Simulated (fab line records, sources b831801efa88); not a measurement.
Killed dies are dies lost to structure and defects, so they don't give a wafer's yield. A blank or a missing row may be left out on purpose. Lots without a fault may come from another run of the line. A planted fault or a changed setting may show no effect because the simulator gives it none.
Problem report in the 8D (eight disciplines) form, filled by code | flow sky130 | the parts of the form that need people (team, actions taken, sign-off) are left out

1. THE PROBLEM
killed_at_front_end at SKY_PAD_OPEN_PROBE_99 reads a mean of 425 on 6 wafers of 2 lots; wafers without a fault read 15 with a standard deviation of 4.1. That is +99 or more standard deviations from the usual mean.
First seen on wafer L966.3, day 49 18:13, on prober-02. The record holds 18 wafers of 6 lots with a number at this step. Rule for "out", or "out of limits": more than 4 standard deviations from the usual mean. The other wafers with a number count as sound.

2. WHAT IT IS AND WHAT IT IS NOT
question                    | is                                              | is not
which readings at this step | killed_at_front_end, killed_dies, killed_on_rim | killed_at_contacts, killed_at_other, killed_short
which lots                  | L966, L967                                      | L954, L957, L958, L960
which wafers of those lots  | all that have a number                          | -
read on which tools         | prober-01, prober-02                            | -
when                        | from day 49 18:13                               | up to then (12 sound wafers)

3. SUSPECTS, AND WHAT RULES EACH OUT
Counting: a tool at a process step up to the reading stays a suspect if it ran every lot that is out and no sound lot after the first of them.
- rie_diel-01 at SKY_POLY_GATE_ETCH_16 (etches Si3N4 in CH3F/O2, stops on poly-Si, time 147.5 s, target depth 75 nm): kept. It ran every lot that is out, first L966 (day 22 08:07), and no sound lot after that; its last sound lot up to then is L957 (day 19 12:13).
- plasma_asher-01 at SKY_POLY_CUT_STRIP_12 (strips in O2/N2): kept. It ran every lot that is out, first L966 (day 29 21:54), and no sound lot after that; its last sound lot up to then is L960 (day 28 03:16).
Left after counting: rie_diel-01 at SKY_POLY_GATE_ETCH_16, plasma_asher-01 at SKY_POLY_CUT_STRIP_12.

4. THE CAUSE (what the simulator had put in)
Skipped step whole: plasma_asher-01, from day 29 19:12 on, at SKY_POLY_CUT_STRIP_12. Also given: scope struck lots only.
Counting left 2 suspects, and this tool is among them.

5. THE CHAIN OF EFFECTS, in route order
Each row: a reading whose mean over the struck wafers that have a number lies more than 3 standard deviations from the usual. Only readings for which the record gives a usual standard deviation are gone through. hours: the time from each lot's start at the first step in this table that gives one to its start at this step, as a median over the lots. sigmas: the change in usual standard deviations.
hours | step                  | reading             | usual | on struck wafers | change | sigmas
0     | SKY_PAD_OPEN_PROBE_99 | killed_at_front_end | 15    | 425              | +410   | +99 or more
0     | SKY_PAD_OPEN_PROBE_99 | killed_dies         | 86    | 492              | +406   | +46
0     | SKY_PAD_OPEN_PROBE_99 | killed_on_rim       | 17    | 96               | +79    | +23
The process steps in it:
- SKY_PAD_OPEN_PROBE_99
Readings that are blank on the struck wafers while sound wafers have them: chamber_pressure_mTorr at SKY_POLY_CUT_STRIP_12; drypump_motor_current_A at SKY_POLY_CUT_STRIP_12; oes_product_au at SKY_POLY_CUT_STRIP_12; strip_time_to_endpoint_s at SKY_POLY_CUT_STRIP_12.

6. WHAT WOULD HAVE CAUGHT IT SOONER
In this record the first reading out of limits was taken at day 49 18:13, 479 hours after the fault began at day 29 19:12.
At SKY_POLY_CUT_STRIP_12 the tool's readings are blank on the struck wafers, where sound wafers have them: an empty tool record is the first sign, and it was there at once.
All the lots that are out (2) had begun SKY_POLY_CUT_STRIP_12 on plasma_asher-01 by day 49 18:13. A hold on the tool at that time would have spared none of them.
